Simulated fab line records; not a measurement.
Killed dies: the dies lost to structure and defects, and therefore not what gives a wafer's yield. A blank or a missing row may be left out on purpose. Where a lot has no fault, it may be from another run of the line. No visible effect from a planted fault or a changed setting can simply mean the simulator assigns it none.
A struck lot beside a sound one :: flow gf180mcu :: 17 out of 602 route steps
Sound: the wafers L212.2, L212.3, L212.6. Wafers struck: L217.1, L217.3, L217.6. The cause is given at the end.
Order at every step that has rows: each side's tool, ch and its chambers, its first start. Under that, the readings that differ: sound wafers :: struck wafers :: difference of the means :: sigmas: that difference in standard deviations of wafers without a fault.
alike: same words and numbers on both sides, and readings whose means sit less than 2 such deviations apart. not compared: any withheld reading, any reading some wafer has no value for, any bound like >300 that may hide the same value, and any number with overlapping values for which the record gives no deviation.
Wherever a step has rows on one side only, a row that says differs or no value, or a row with sigmas, the two part there. Non-overlapping numbers with no deviation appear without sigmas and do not part them. Lack of a reading on every wafer of one side parts them only where that side has two or more wafers.

first, 2 steps without rows for these wafers: GF_MVPSD_IMPLANT_08; GF_MVPSD_IMPLANT_09.
GF_MVPSD_STRIP_10: strips in O2/N2.
  sound on plasma_asher-01 ch 0, day 5 11:00; struck on plasma_asher-01 ch 0, day 6 21:47
  alike: drypump_motor_current_A, heater_power_w, oes_product_au, platen_temp_c, strip_time_to_endpoint_s
  not compared: rf_hours_counter_h
GF_MVPSD_TW_MEAS_11:
  sound: film_metro-03 at day 5 11:07; struck: film_metro-01 at day 6 21:53
  alike: MVPSD_TW
then, 7 steps without rows for these wafers: GF_VT_IMPLANT_DEHYDRATE_00 (time 60 s); GF_VT_IMPLANT_HMDS_01 (prime time 60 s); GF_VT_IMPLANT_COAT_02 (resist thk 1000 nm); GF_VT_IMPLANT_SOFTBAKE_03 (time 60 s); GF_VT_IMPLANT_EXPOSE_04 (exposes mask LVPWELL LV AREA, target cd 600 nm); GF_VT_IMPLANT_PEB_05; GF_VT_IMPLANT_DEVELOP_06 (develop time 60 s).
GF_VT_IMPLANT_OVL_MEAS_07:
  sound: overlay-02 at day 6 01:30; struck: overlay-02 at day 7 14:16
  alike: VT_IMPLANT_OVL
GF_VT_IMPLANT_IMPLANT_08:
  sound on implanter-02 ch 0, day 6 01:34; struck on implanter-02 ch 0, day 7 14:17
reading: dose_ions_cm2
sound: 8.28e+12 8.292e+12 8.288e+12
struck: 1.4319e+13 1.4329e+13 1.4332e+13
difference: +6.0400e+12
sigmas: +99 or more

reading: faraday_current_uA
sound: 47.5 45.9 45.1
struck: 81.8 81.6 80.2
difference: +35.0
sigmas: +36
GF_VT_IMPLANT_STRIP_09: strips in O2/N2.
  sound on plasma_asher-03 ch 0,1, day 6 01:41; struck on plasma_asher-02 ch 0,1, day 7 14:26
  alike: drypump_motor_current_A, heater_power_w, oes_product_au, platen_temp_c, strip_time_to_endpoint_s
  not compared: rf_hours_counter_h
GF_VT_IMPLANT_TW_MEAS_10:
  sound: film_metro-04 at day 6 01:47; struck: film_metro-02 at day 7 14:32
reading: VT_IMPLANT_TW
sound: 555 553 550
struck: 669 668 676
difference: +118
sigmas: +20
then, 2 steps without rows for these wafers: GF_VT_IMPLANT_DEHYDRATE_11 (time 60 s); GF_PASSIVATION_PROBE_99.

## WHERE THEY PART
Earliest at GF_VT_IMPLANT_IMPLANT_08; latest, in this record, at GF_VT_IMPLANT_TW_MEAS_10.

WHY: what the simulator had put in
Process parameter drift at GF_VT_IMPLANT_IMPLANT_08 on implanter-02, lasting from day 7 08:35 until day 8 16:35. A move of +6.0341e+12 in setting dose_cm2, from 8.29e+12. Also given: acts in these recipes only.
